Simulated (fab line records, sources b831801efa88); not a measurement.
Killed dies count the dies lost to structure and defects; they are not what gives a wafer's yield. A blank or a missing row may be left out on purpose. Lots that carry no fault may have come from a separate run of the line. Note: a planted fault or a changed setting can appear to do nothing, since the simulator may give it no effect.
What tool caused it?    flow sky130    Sampling: 12 lots, 35 wafers, 4 of 708 route steps

WHAT EACH GAUGE READ, for each wafer
SKY_LI_CONTACT_THK_MEAS_01. Usual: LI_CONTACT_HDPCVD_THK gives 938 nm (standard deviation 10).
lot   measured      on            LI_CONTACT_HDPCVD_THK (nm)  flag
L169  day 28 23:23  filmMetro-03  932 950 935                 
L168  day 29 01:06  filmMetro-02  952 946 948                 
L172  day 29 09:44  filmMetro-03  941 937 940                 
L179  day 31 16:43  filmMetro-02  926 1243 934                OFF
L180  day 32 04:00  filmMetro-02  929 925 1255                OFF
L187  day 35 02:50  filmMetro-04  929 930 937                 
L188  day 35 03:50  filmMetro-03  945 948 941                 
L185  day 35 04:27  filmMetro-04  930 921 936                 
L189  day 35 06:25  filmMetro-03  949 943 939                 
L186  day 35 06:43  filmMetro-03  941 946                     
L190  day 35 07:08  filmMetro-04  947 948 940                 
L191  day 35 15:02  filmMetro-02  961 961 945                 

SKY_METAL1_OVL_MEAS_16. Usual: METAL1_OVL gives 1 nm (standard deviation 5.5).
lot   measured      on          METAL1_OVL (nm)  flag
L169  day 33 17:29  overlay-01  -1 1 1           
L168  day 33 18:13  overlay-01  -2 0 -3          
L172  day 34 03:56  overlay-02  -1 -4 4          
L179  day 36 07:16  overlay-01  0 -7 -6          
L180  day 36 18:37  overlay-02  -3 5 10          
L187  day 39 12:05  overlay-02  4 13 7           
L188  day 39 15:01  overlay-01  7 2 2            
L185  day 39 15:58  overlay-01  4 -3 9           
L189  day 39 17:17  overlay-01  -3 -5 -7         
L186  day 39 18:10  overlay-02  2 4              
L190  day 39 18:53  overlay-02  0 -1 2           
L191  day 40 01:10  overlay-01  -6 -1 -3         

EACH LOT AND THE TOOL THAT RAN IT (in order: tool; ch and the chambers of the sampled wafers; start)
lot   SKY_LI_CONTACT_HDPCVD_00          SKY_LI_CONTACT_CMP_02
L169  hdpcvd-02 ch 0,2, day 28 23:17    cmp-01 ch 0,1,2, day 28 23:32
L168  hdpcvd-01 ch 0,1,2, day 29 00:59  cmp-02 ch 0,1,2, day 29 01:09
L172  hdpcvd-01 ch 0,1,2, day 29 09:38  cmp-02 ch 1,2,3, day 29 09:51
L179  hdpcvd-01 ch 0,1,2, day 31 16:36  cmp-02 ch 1,3, day 31 16:49
L180  hdpcvd-01 ch 0,1,2, day 32 03:53  cmp-01 ch 0,2,3, day 32 05:25
L187  hdpcvd-02 ch 0,1,2, day 35 02:44  cmp-01 ch 0,3, day 35 02:53
L188  hdpcvd-01 ch 0,1,2, day 35 03:44  cmp-01 ch 0,3, day 35 03:53
L185  hdpcvd-02 ch 0,1,2, day 35 04:21  cmp-01 ch 0,1,3, day 35 04:34
L189  hdpcvd-02 ch 0,1, day 35 06:19    cmp-01 ch 0,1,3, day 35 06:28
L186  hdpcvd-01 ch 0, day 35 06:37      cmp-02 ch 0,3, day 35 06:46
L190  hdpcvd-01 ch 0,1,2, day 35 07:02  cmp-02 ch 1,2,3, day 35 07:18
L191  hdpcvd-01 ch 0,1,2, day 35 14:56  cmp-02 ch 1,2,3, day 35 15:06
- SKY_LI_CONTACT_HDPCVD_00: deposits PSG, target thk 930 nm, time 155 s.
- SKY_LI_CONTACT_CMP_02: polishes PSG.

AS READ BY THE TOOLS THEMSELVES (means over the sampled wafers that have a number; for cases with no such wafer, the mark the record gives instead)
SKY_LI_CONTACT_CMP_02. Usual: motorCurrentA 12.4 A, standard deviation 1.1; platenRpm 60.01 rpm, standard deviation 0.036; timeToEndpointS 31.7 s, standard deviation 2.6.
lot   tool    motorCurrentA (A)  platenRpm (rpm)  timeToEndpointS (s)  flag
L169  cmp-01  13.0               60.02            31.9                 
L168  cmp-02  12.0               60.01            33.1                 
L172  cmp-02  11.6               60.01            30.1                 
L179  cmp-02  12.0               60.01            41.8                 OFF
L180  cmp-01  12.3               59.98            40.2                 OFF
L187  cmp-01  12.6               60.03            30.8                 
L188  cmp-01  12.6               60.05            34.5                 
L185  cmp-01  12.9               59.99            33.0                 
L189  cmp-01  13.4               60.04            31.5                 
L186  cmp-02  12.7               59.97            31.6                 
L190  cmp-02  11.6               60.01            31.9                 
L191  cmp-02  11.7               60.03            33.1                 

THE ANSWER, worked out from the rows above alone
Rule: take the mean of a lot's wafers that have a number; if it is more than 3 standard deviations from the usual mean, the lot is off. A lot without any number at a reading at which 4 lots or more have one is off too. The other lots that the step has rows for count as sound. The gauges are gone through in route order, then the tools' own readings, and for those a lot's mean is taken as printed above. At the first step where some lot is off, the reading lying furthest off is the one used; lots without a number count as furthest.
Off: L179, L180, seen at SKY_LI_CONTACT_THK_MEAS_01 (LI_CONTACT_HDPCVD_THK).
A tool fits if, at a process step before that reading, it ran every lot that is off, and no sound lot after the first of them. Not tried: the gauges at SKY_LI_CONTACT_THK_MEAS_01; whatever is off there is also off at SKY_LI_CONTACT_CMP_02, on other tools, and gauge error can't account for it. No candidate that was tried fits.

WHAT WAS PUT IN BY THE SIMULATOR
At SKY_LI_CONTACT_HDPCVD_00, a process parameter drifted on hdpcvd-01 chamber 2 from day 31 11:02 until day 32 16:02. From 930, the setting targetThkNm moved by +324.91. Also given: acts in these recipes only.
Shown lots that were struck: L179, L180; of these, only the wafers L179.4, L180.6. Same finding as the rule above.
